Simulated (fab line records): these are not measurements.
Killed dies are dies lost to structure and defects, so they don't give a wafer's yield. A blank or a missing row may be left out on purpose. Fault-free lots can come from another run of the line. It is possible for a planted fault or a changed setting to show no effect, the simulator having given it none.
Code-filled problem report in 8D (eight disciplines) form :: flow sky130 :: the parts of the form that need people (team, actions taken, sign-off) are left out

1. THE PROBLEM
Mean of run-length-s at SKY_GATE_OXIDE_CLEAN_00: 56 s across 6 wafers in 2 lots; on wafers with no fault it is 178 s (standard deviation 3.6). That is -34 standard deviations from the usual mean.
The step: cleans in SC1/SC2, time 150 s.
Earliest sighting: wafer L912.3 on wet-bench-02 at day 15 09:38. The record has a number at this step for 36 wafers belonging to 12 lots. Rule for "out" (also "out of limits"): further than 4 standard deviations from the usual mean. Any other wafer with a number is counted as sound.

2. WHAT IT IS AND WHAT IT IS NOT
question: which readings at this step
is: run-length-s
is not: -

question: which lots
is: L912, L913
is not: L905, L906, L907, L908, L911, L922, L924, L925, L926, L927

question: which wafers of those lots
is: all that have a number
is not: -

question: read on which tools
is: wet-bench-02
is not: wet-bench-01, wet-bench-04

question: when
is: from day 15 09:38
is not: up to then (15 sound wafers); but 15 sound wafers of L922, L924, L925, L926, L927 came after

3. SUSPECTS, AND WHAT RULES EACH OUT
Counting: a tool at a process step up to the reading stays a suspect if it ran every lot that is out and no sound lot after the first of them.
- wet-bench-02 at SKY_GATE_OXIDE_CLEAN_00 (cleans in SC1/SC2, time 150 s): ruled out as a lasting fault. Sound lots L927 ran on it after its first lot that is out, L912 (day 15 09:38).
Left after counting: nothing in the record.

4. THE CAUSE (what the simulator had put in)
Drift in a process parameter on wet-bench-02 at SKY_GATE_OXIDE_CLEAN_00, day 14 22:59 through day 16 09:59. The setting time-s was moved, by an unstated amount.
Counting ruled it out, wrongly.

5. SEQUENCE OF EFFECTS, ordered by route
Rows list readings where the struck wafers' mean (over those with a number) sits beyond 3 standard deviations from the usual. Readings are gone through only where the record gives a usual standard deviation; hours: the median, over the lots, of the time from a lot's start at the first step in this table giving one to that lot's start at this step; sigmas: the change measured in usual standard deviations.
hours: 0
step: SKY_GATE_OXIDE_CLEAN_00
reading: run-length-s
usual: 178 s
on struck wafers: 56
change: -122
sigmas: -34
It contains these process steps:
- SKY_GATE_OXIDE_CLEAN_00: cleans in SC1/SC2, time 150 s.

6. WHAT WOULD HAVE CAUGHT IT SOONER
In this record no reading fell out of limits until day 15 09:38, 11 hours after the fault had begun at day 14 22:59.
